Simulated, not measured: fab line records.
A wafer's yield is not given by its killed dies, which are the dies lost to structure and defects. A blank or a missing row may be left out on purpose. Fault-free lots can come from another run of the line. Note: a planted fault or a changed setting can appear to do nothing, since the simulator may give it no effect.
Which tool did it? | flow sfq line | 7 lots with 21 wafers sampled at 4 steps, on a route of 325 steps

WHAT EACH GAUGE READ, for each wafer
SFQ_R5_RS_MEAS_933: measurement is done with a four-point probe.
lot  | measured     | on            | R5_MONX_RS (ohm/sq)
L130 | day 56 02:43 | film metro-01 | 7.12 7.13 7.11
L132 | day 56 08:45 | film metro-03 | 7.12 7.09 7.06
L137 | day 61 21:44 | film metro-03 | 7.05 7.07 7.05
L141 | day 63 12:43 | film metro-03 | 7.07 7.13 6.90
L148 | day 70 06:00 | film metro-03 | 7.17 7.14 7.20
L150 | day 71 00:05 | film metro-02 | 7.05 7.02 6.97
L152 | day 71 17:08 | film metro-02 | 7.06 7.01 7.01

WHICH TOOL RAN EACH LOT (tool, then ch and the chambers of the sampled wafers, then the start)
lot  | SFQ_TRILAYER_M3_BARC_OPEN_METAL_ETCH_100 | SFQ_TRILAYER_M5_BARC_OPEN_METAL_ETCH_161 | SFQ_TRILAYER_M5_STRIP_STRIP_127
L130 | rie metal-02 ch 0,1, day 36 22:33        | rie metal-01 ch 0,1, day 55 12:14        | rie metal-01 ch 0,1, day 55 12:29
L132 | rie metal-02 ch 0,1, day 37 00:58        | rie metal-03 ch 0,1, day 55 15:51        | rie metal-03 ch 0,1, day 55 16:17
L137 | rie metal-02 ch 0,1, day 40 06:35        | rie metal-02 ch 0,1, day 61 06:05        | rie metal-02 ch 0,1, day 61 06:20
L141 | rie metal-02 ch 0,1, day 41 15:03        | rie metal-03 ch 0,1, day 62 13:05        | rie metal-03 ch 0,1, day 62 13:20
L148 | rie metal-02 ch 0,1, day 51 23:31        | rie metal-03 ch 0,1, day 70 00:25        | rie metal-03 ch 0,1, day 70 00:40
L150 | rie metal-02 ch 0,1, day 52 06:44        | rie metal-01 ch 0,1, day 70 18:29        | rie metal-01 ch 0,1, day 70 18:55
L152 | rie metal-04 ch 0,1, day 52 11:31        | rie metal-01 ch 0,1, day 71 11:43        | rie metal-01 ch 0,1, day 71 11:58
- SFQ_TRILAYER_M3_BARC_OPEN_METAL_ETCH_100: etches BARC in O2, target depth 125 nm, time 41.7 s.
- SFQ_TRILAYER_M5_BARC_OPEN_METAL_ETCH_161: etches BARC in O2, target depth 125 nm, time 41.7 s.
- SFQ_TRILAYER_M5_STRIP_STRIP_127: strips in O2.

THE ANSWER, worked out from the rows above alone
Rule: usual is defined by the lots themselves. Put in order of their means at a reading, lots are off if they are a third of the lots or fewer, leave a main group of 4 or more, and stand apart from it by a gap of 3 or more times the standard deviation of the main group's means; of several such gaps the widest counts. A main group is skipped when, at the precision printed for the reading in the tables above, its means are all equal. A lot without any number at a reading at which 4 lots or more have one is off too. Any other lot the step has rows for is counted as sound.
Nothing can be told from this: no lot is off at any reading shown.

WHAT WAS PUT IN BY THE SIMULATOR
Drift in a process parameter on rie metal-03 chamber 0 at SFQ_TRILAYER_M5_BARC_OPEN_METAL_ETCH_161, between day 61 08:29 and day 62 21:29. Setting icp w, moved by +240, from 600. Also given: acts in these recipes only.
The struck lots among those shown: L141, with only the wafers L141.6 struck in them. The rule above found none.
